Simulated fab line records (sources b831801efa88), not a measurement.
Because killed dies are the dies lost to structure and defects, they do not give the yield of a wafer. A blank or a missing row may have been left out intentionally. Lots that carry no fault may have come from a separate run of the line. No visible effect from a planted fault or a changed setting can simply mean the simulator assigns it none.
fab line records	flow sky130
[record] lots = 13	wafers = 37	lastDay = 50
route steps=708 shown LOCAL_INTERCONNECT@399 METAL2@499 VIA2@507
lots that met no fault: taken from a fault-free run of the same line
startH: hours from the record's first day to the start of the lot's first wafer shown	waitH: hours from the lot's prior step to this one	" same as the row above	L1.1+2: a single row standing in for several wafers	- value missing, or start not given	* or withheld: withheld	< > ~ a bound
route shown NAME@n: names a module that has steps shown in the file, with the first one's number in the route	usual: mean/standard deviation of fault-free wafers	same: alike in all rows	chamber/n: place in a boat	sites: readings site by site	_std_site: the values' standard deviation	_edge_site: mean of outer sites minus mean of inner sites	radiusMm: for every site, how far away it sits from the centre of the wafer	mask NAME#n: copy n	behind: the most recent tool/chamber to have shaped the wafer	hold: reason for holding the lot/hours on hold/outcome of the hold	device: transistor that didn't switch, given as n, p or np	end of line: tests run on the same wafers once the route is complete	where a step has no rows: the recipe by itself	killed: at the first sort, the dies lost to defects and structure; wafer yield is something else	map: shows each die of a wafer: x if killed, . if not, _ if none is there
set.NAME: the setting as run; set.NAME@STEP: as run at that earlier step	model.NAME: the simulator's own value behind a step, which no gauge read
route steps across a sampled set of lots; one table per step, one row per wafer
services: a tool's chamber out of use, with start hour (startH, from the record's first day; less than 0 if before it), hours out, and reason
[[steps]]
[step SKY_LOCAL_INTERCONNECT_OVL_MEAS_12]
[usual] LOCAL_INTERCONNECT_OVL = -3/6.2
lot.wafer	tool	chamber	startH	waitH	LOCAL_INTERCONNECT_OVL[nm]
L987.1	overlay-01	-	698.89	0.1	-8
L987.5	"	-	"	"	-7
L987.6	"	-	"	"	-10
L988.1	overlay-02	-	709.19	0.1	-4
L988.2	"	-	"	"	1
L988.4	"	-	"	"	5
L989.2	overlay-02	-	720.95	0.1	-4
L989.4	"	-	"	"	2
L989.6	"	-	"	"	0
L990.1	overlay-01	-	729.71	0.1	-3
L990.4	"	-	"	"	-10
L990.6	"	-	"	"	-9
L991.2	overlay-02	-	739.42	0.1	-8
L991.3	"	-	"	"	-3
L991.6	"	-	"	"	0
L992.1	overlay-02	-	754.86	0.1	-8
L992.2	"	-	"	"	-4
L992.6	"	-	"	"	-1
L995.1	overlay-01	-	775.16	0.1	-6
L995.2	"	-	"	"	-6
L995.6	"	-	"	"	4
L100.4	overlay-02	-	811.61	0.1	3
L104.1	overlay-01	-	840.41	0.1	5
L104.5	"	-	"	"	11
L104.6	"	-	"	"	2
L105.1	overlay-01	-	845.16	0.1	6
L105.3	"	-	"	"	3
L105.4	"	-	"	"	-4
L106.1	overlay-01	-	855.41	0.1	3
L106.3	"	-	"	"	6
L106.6	"	-	"	"	6
L108.1	overlay-02	-	870.41	0.1	-6
L108.4	"	-	"	"	5
L108.5	"	-	"	"	-1
L110.2	overlay-02	-	883.67	0.1	0
L110.4	"	-	"	"	-8
L110.6	"	-	"	"	-3
[step SKY_METAL2_OVL_MEAS_16]
[usual] METAL2_OVL = -3/5.6
lot.wafer	tool	chamber	startH	waitH	METAL2_OVL[nm]
L987.1	overlay-02	-	815.59	0.1	8
L987.5	"	-	"	"	3
L987.6	"	-	"	"	-4
L988.1	overlay-02	-	824.06	0.1	7
L988.2	"	-	"	"	3
L988.4	"	-	"	"	0
L989.2	overlay-01	-	834.62	0.1	-2
L989.4	"	-	"	"	1
L989.6	"	-	"	"	4
L990.1	overlay-01	-	843.11	0.1	-1
L990.4	"	-	"	"	0
L990.6	"	-	"	"	-6
L991.2	overlay-01	-	852.27	0.1	-13
L991.3	"	-	"	"	-3
L991.6	"	-	"	"	-8
L992.1	overlay-01	-	865.69	0.1	-1
L992.2	"	-	"	"	-4
L992.6	"	-	"	"	-4
L995.1	overlay-02	-	885.06	0.1	-5
L995.2	"	-	"	"	-8
L995.6	"	-	"	"	-5
L100.4	overlay-01	-	920.98	0.1	-4
L104.1	overlay-01	-	948.14	0.1	1
L104.5	"	-	"	"	1
L104.6	"	-	"	"	0
L105.1	overlay-01	-	952.89	0.1	-14
L105.3	"	-	"	"	-6
L105.4	"	-	"	"	-2
L106.1	overlay-01	-	962.61	0.1	-2
L106.3	"	-	"	"	-11
L106.6	"	-	"	"	-11
L108.1	overlay-01	-	975.19	0.1	3
L108.4	"	-	"	"	-9
L108.5	"	-	"	"	0
L110.2	overlay-01	-	987.32	0.1	0
L110.4	"	-	"	"	0
L110.6	"	-	"	"	-2
[step SKY_VIA2_HDPCVD_00]
[recipe] material = SiO2	targetThkNm = 1180	sigmaOpenFrac = 0.3	timeS = 196.7	tempC = 400	sih4FlowSccm = 60	pressureMtorr = 6
[usual] pressureMtorr = 5.999/0.011	sih4FlowSccm = 59.99/0.16
lot.wafer	tool	chamber	startH	waitH	pressureMtorr	sih4FlowSccm
L987.1	hdpcvd-02	1	816.41	0.0	5.984	60.02
L987.5	"	0	"	"	6.016	60.11
L987.6	"	1	"	"	5.995	59.61
L988.1	hdpcvd-01	0	825.06	0.0	6.019	60.34
L988.2	"	1	"	"	5.996	59.80
L988.4	"	1	"	"	6.009	60.17
L989.2	hdpcvd-01	2	835.42	0.0	6.015	59.86
L989.4	"	1	"	"	6.002	59.97
L989.6	"	0	"	"	6.003	59.93
L990.1	hdpcvd-02	0	844.01	0.0	6.001	59.93
L990.4	"	2	"	"	5.999	60.07
L990.6	"	0	"	"	6.001	59.93
L991.2	hdpcvd-01	2	853.08	0.0	6.001	60.11
L991.3	"	1	"	"	6.027	60.05
L991.6	"	0	"	"	5.972	59.64
L992.1	hdpcvd-02	1	866.51	0.0	6.007	60.10
L992.2	"	0	"	"	6.012	60.30
L992.6	"	0	"	"	6.014	59.96
L995.1	hdpcvd-01	1	886.07	0.0	5.991	59.88
L995.2	"	0	"	"	6.007	60.09
L995.6	"	1	"	"	5.982	59.95
L100.4	hdpcvd-01	2	921.88	0.1	5.973	71.86
L104.1	hdpcvd-02	2	948.96	0.0	5.995	60.10
L104.5	"	2	"	"	5.996	60.16
L104.6	"	0	"	"	5.993	60.05
L105.1	hdpcvd-02	1	953.71	0.0	5.997	59.76
L105.3	"	2	"	"	5.996	60.01
L105.4	"	2	"	"	5.998	59.82
L106.1	hdpcvd-02	1	963.42	0.0	5.987	60.02
L106.3	"	0	"	"	5.996	60.03
L106.6	"	0	"	"	5.987	60.10
L108.1	hdpcvd-02	2	976.00	0.0	6.002	60.15
L108.4	"	2	"	"	6.013	60.13
L108.5	"	0	"	"	6.001	60.22
L110.2	hdpcvd-02	2	988.13	0.0	6.006	60.04
L110.4	"	2	"	"	5.991	59.94
L110.6	"	1	"	"	5.998	59.99
[step SKY_VIA2_THK_MEAS_01]
[recipe] reads = SiO2_of_VIA2_HDPCVD_00
[usual] VIA2_HDPCVD_THK = 1178/12
lot.wafer	tool	chamber	startH	waitH	hold	VIA2_HDPCVD_THK[nm]
L987.1	filmMetro-02	-	816.53	0.1	-	1171
L987.5	"	-	"	"	-	1167
L987.6	"	-	"	"	-	1167
L988.1	filmMetro-02	-	825.19	0.1	-	1178
L988.2	"	-	"	"	-	1186
L988.4	"	-	"	"	-	1170
L989.2	filmMetro-03	-	835.56	0.1	-	1186
L989.4	"	-	"	"	-	1182
L989.6	"	-	"	"	-	1181
L990.1	filmMetro-02	-	844.14	0.1	-	1202
L990.4	"	-	"	"	-	1185
L990.6	"	-	"	"	-	1186
L991.2	filmMetro-04	-	853.22	0.1	-	1196
L991.3	"	-	"	"	-	1195
L991.6	"	-	"	"	-	1207
L992.1	filmMetro-02	-	866.63	0.1	-	1166
L992.2	"	-	"	"	-	1168
L992.6	"	-	"	"	-	1169
L995.1	filmMetro-02	-	886.19	0.1	-	1191
L995.2	"	-	"	"	-	1197
L995.6	"	-	"	"	-	1191
L100.4	filmMetro-03	-	921.97	0.0	awaitDispo/0.2h/release	1422
L100.4	filmMetro-03	-	922.20	0.2	-	1422
L104.1	filmMetro-04	-	949.08	0.1	-	1184
L104.5	"	-	"	"	-	1176
L104.6	"	-	"	"	-	1205
L105.1	filmMetro-02	-	953.84	0.1	-	1172
L105.3	"	-	"	"	-	1185
L105.4	"	-	"	"	-	1171
L106.1	filmMetro-03	-	963.55	0.1	-	1170
L106.3	"	-	"	"	-	1186
L106.6	"	-	"	"	-	1188
L108.1	filmMetro-02	-	976.13	0.1	-	1189
L108.4	"	-	"	"	-	1197
L108.5	"	-	"	"	-	1181
L110.2	filmMetro-03	-	988.27	0.1	-	1174
L110.4	"	-	"	"	-	1173
L110.6	"	-	"	"	-	1149
[step SKY_VIA2_OVL_MEAS_13]
[usual] VIA2_OVL = -2/5
lot.wafer	tool	chamber	startH	waitH	VIA2_OVL[nm]
L987.1	overlay-02	-	842.97	0.1	1
L987.5	"	-	"	"	7
L987.6	"	-	"	"	-6
L988.1	overlay-02	-	851.39	0.1	-6
L988.2	"	-	"	"	0
L988.4	"	-	"	"	5
L989.2	overlay-01	-	862.40	0.1	8
L989.4	"	-	"	"	4
L989.6	"	-	"	"	6
L990.1	overlay-01	-	870.54	0.1	-5
L990.4	"	-	"	"	3
L990.6	"	-	"	"	3
L991.2	overlay-01	-	879.47	0.1	-3
L991.3	"	-	"	"	-3
L991.6	"	-	"	"	-4
L992.1	overlay-01	-	893.04	0.1	-6
L992.2	"	-	"	"	5
L992.6	"	-	"	"	2
L995.1	overlay-02	-	912.51	0.1	0
L995.2	"	-	"	"	1
L995.6	"	-	"	"	-13
L100.4	overlay-02	-	947.28	0.1	-7
L104.1	overlay-01	-	974.27	0.1	-3
L104.5	"	-	"	"	-1
L104.6	"	-	"	"	1
L105.1	overlay-01	-	978.06	0.1	-6
L105.3	"	-	"	"	-2
L105.4	"	-	"	"	2
L106.1	overlay-01	-	987.62	0.1	6
L106.3	"	-	"	"	8
L106.6	"	-	"	"	0
L108.1	overlay-02	-	999.87	0.1	0
L108.4	"	-	"	"	4
L108.5	"	-	"	"	4
L110.2	overlay-02	-	1012.10	0.1	-5
L110.4	"	-	"	"	1
L110.6	"	-	"	"	-4
[[services]]
tool	chamber	startH	hours	kind
hdpcvd-02	1	888.10	3.7	repair
hdpcvd-02	-	921.85	2.8	pm
hdpcvd-02	0	925.82	22.0	repair
hdpcvd-01	-	950.25	15.0	pm
hdpcvd-01	0	950.25	15.0	ventCycle
hdpcvd-01	1	950.25	18.1	ventCycle
hdpcvd-01	2	950.25	15.0	ventCycle
hdpcvd-01	1	962.27	6.0	repair
hdpcvd-01	0	965.25	-	clean
hdpcvd-01	1	965.25	-	clean
hdpcvd-01	2	965.25	-	clean
hdpcvd-02	2	979.81	6.4	repair
[[key]]
[firstSign] step = SKY_VIA2_HDPCVD_00	reading = sih4FlowSccm	direction = up	sigmas = 72	usual = 59.99	struck = 71.86
[effect] step = SKY_VIA2_THK_MEAS_01	reading = visit	direction = added
[effect] step = SKY_VIA2_THK_MEAS_01	reading = VIA2_HDPCVD_THK	direction = up	sigmas = 20	usual = 1178	struck = 1422
metAt SKY_VIA2_HDPCVD_00
struckLots L100
struckWafers L100.4
testerLeftOut L100
notActingAt SKY_LOCAL_INTERCONNECT_OVL_MEAS_12,SKY_METAL2_OVL_MEAS_16,SKY_VIA2_OVL_MEAS_13
onsetBetween 853.08 921.88
[earlierFault] kind = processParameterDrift	tool = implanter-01	chamber = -	onsetH = 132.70	steps = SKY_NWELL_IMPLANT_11	channel = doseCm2	offset = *	shape = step	endH = 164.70	actsIn = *	stated = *
[fault] kind = processParameterDrift	tool = hdpcvd-01	chamber = 2	onsetH = 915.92	steps = SKY_VIA2_HDPCVD_00	channel = sih4FlowSccm	offset = 12	shape = step	endH = 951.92	actsIn = theseRecipesOnly	stated = 60
// testerLeftOut: of these lots the tester's yield and bins aren't shown, on N5 and GAA mostly nor the transistor test; their killed dies are dies lost to structure and defects alone, not to doping, threshold or leakage, so they don't give the yield
